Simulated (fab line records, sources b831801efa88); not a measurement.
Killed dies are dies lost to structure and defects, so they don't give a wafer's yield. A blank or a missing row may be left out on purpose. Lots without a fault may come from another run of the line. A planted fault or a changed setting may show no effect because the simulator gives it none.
One fault seen from 2 desks | flow sky130 | each desk has only its own numbers; what lay behind them comes last

THE METROLOGY DESK
What the gauges read, lot by lot, whatever tool the lot ran on: means of the sampled wafers that have a number. A lot is out of limits, marked OUT, if its mean lies more than 4 standard deviations from the usual mean; the brackets give that distance.
Columns: A = cd_nm at SKY_SONOS_ONO_CD_MEAS_13, usual 409.4 nm
lot  | first seen here | A
L512 | day 13 06:51    | 411.5
L511 | day 13 09:03    | 409.2
L513 | day 13 13:56    | 410.6
L515 | day 14 00:18    | 410.2
L517 | day 14 15:39    | 410.2
L519 | day 15 08:00    | 410.3
L527 | day 17 23:23    | 411.8
L529 | day 18 21:05    | 407.6
L531 | day 19 11:23    | 410.5
L534 | day 20 05:57    | 409.4
L533 | day 20 07:27    | 410.8
This desk's finding: nothing out of limits on any of the 11 lots.

THE TOOL OWNER'S DESK: litho_track-01
The tool's own readings at SKY_VIA4_SOFTBAKE_07 (time 60 s): means of the sampled wafers that have a number, for each lot that ran on this tool. A lot is out of limits, marked OUT, if its mean lies more than 4 standard deviations from the usual mean; the brackets give that distance.
Columns: A = run_length_s at SKY_VIA4_SOFTBAKE_07, usual 89.28 s
lot  | first seen here | A
L511 | day 42 22:20    | 89.53
L519 | day 44 16:56    | 89.51
L527 | day 46 16:59    | 101.06 (+74) OUT
L529 | day 47 04:20    | 101.25 (+75) OUT
This desk's finding: out of limits on L527, L529; first on L527, day 46 16:59 (run_length_s at SKY_VIA4_SOFTBAKE_07). In limits: L511, L519.

PUT TOGETHER
The tool owner's desk could have raised an alarm at day 46 16:59, on L527, L529.
The metrology desk saw nothing out of limits.
The metrology desk has L527, L529 on record, within its limits.
Of the lots named, all ran SKY_VIA4_SOFTBAKE_07 on litho_track-01.

WHAT THE SIMULATOR HAD PUT IN
Process parameter drift: litho_track-01, from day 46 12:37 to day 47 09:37, at SKY_VIA4_SOFTBAKE_07. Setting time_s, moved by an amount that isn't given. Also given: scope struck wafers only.
Lots struck among those shown: L527, L529.
Hours from the fault's start to each desk's first reading out of limits: the tool owner's desk, 4.
